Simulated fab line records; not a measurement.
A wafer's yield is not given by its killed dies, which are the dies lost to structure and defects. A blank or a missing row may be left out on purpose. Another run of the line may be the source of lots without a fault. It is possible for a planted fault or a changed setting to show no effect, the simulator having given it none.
One fault through the eyes of 2 desks | flow gf180mcu | every desk sees just its own numbers, and what lay behind them comes last

AT THE TOOL OWNER'S DESK: pecvd-02
The tool's own readings at GF_MIM_CVD_05 (deposits Si3N4, target thk 42 nm, time 29.086 s): means of the sampled wafers that have a number, for each lot that ran on this tool. A lot is out of limits, marked OUT, if its mean lies more than 4 standard deviations from the usual mean; the brackets give that distance.
Columns: A = heater-power-w at GF_MIM_CVD_05, usual 672 W; B = rf-fwd-power-W at GF_MIM_CVD_05, usual 444.2 W; C = temp-max-c at GF_MIM_CVD_05, usual 399.99 C
lot  | first seen here | A   | B               | C
L315 | day 24 20:40    | 755 | 445.2           | 399.90
L320 | day 26 20:07    | 631 | 442.3           | 400.01
L323 | day 27 15:46    | 770 | 368.3 (-26) OUT | 400.06
L327 | day 28 21:25    | 738 | 369.9 (-26) OUT | 399.92
This desk's finding: out of limits on L323, L327; first on L323, day 27 15:46 (rf-fwd-power-W at GF_MIM_CVD_05). L315, L320: within limits.

METROLOGY DESK
Means of the sampled wafers that have a number, per lot and without regard to the tool the lot ran on: this is what the gauges read. A lot is out of limits, marked OUT, if its mean lies more than 4 standard deviations from the usual mean; the brackets give that distance.
Columns: A = V4_W_THK at GF_V4_THK_MEAS_25, usual 349 nm; B = MIM_CVD_05_THK at GF_MIM_THK_MEAS_06, usual 41.9 nm
lot  | first seen here | A   | B
L314 | day 24 14:13    | 342 | 42.7
L315 | day 24 20:05    | 342 | 41.6
L320 | day 26 19:29    | 342 | 41.6
L323 | day 27 15:11    | 361 | 39.7 (-4.1) OUT
L326 | day 28 05:54    | 349 | 41.7
L327 | day 28 20:51    | 356 | 39.7 (-4.0) OUT
L328 | day 28 23:47    | 363 | 42.4
L329 | day 29 07:58    | 345 | 41.6
L331 | day 29 19:52    | 346 | 42.5
L334 | day 30 14:14    | 344 | 42.8
L336 | day 31 06:23    | 338 | 41.5
L337 | day 31 07:46    | 343 | 42.2
Finding of this desk: L323, L327 out of limits, first seen on L323 at day 27 15:47 (MIM_CVD_05_THK at GF_MIM_THK_MEAS_06). L314, L315, L320, L326, L328, L329, L331, L334, L336, L337: within limits.

BROUGHT TOGETHER
An alarm could have come from the tool owner's desk at day 27 15:46, on L323, L327.
The metrology desk could have raised an alarm at day 27 15:47, on L323, L327.
The lots listed all ran GF_MIM_CVD_05 on pecvd-02.

WHAT THE SIMULATOR HAD PUT IN
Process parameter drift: pecvd-02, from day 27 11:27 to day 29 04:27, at GF_MIM_CVD_05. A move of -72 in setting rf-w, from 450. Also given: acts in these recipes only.
Shown lots that were struck: L323, L327.
Hours from the fault's start to each desk's first reading out of limits: the tool owner's desk, 4; the metrology desk, 4.
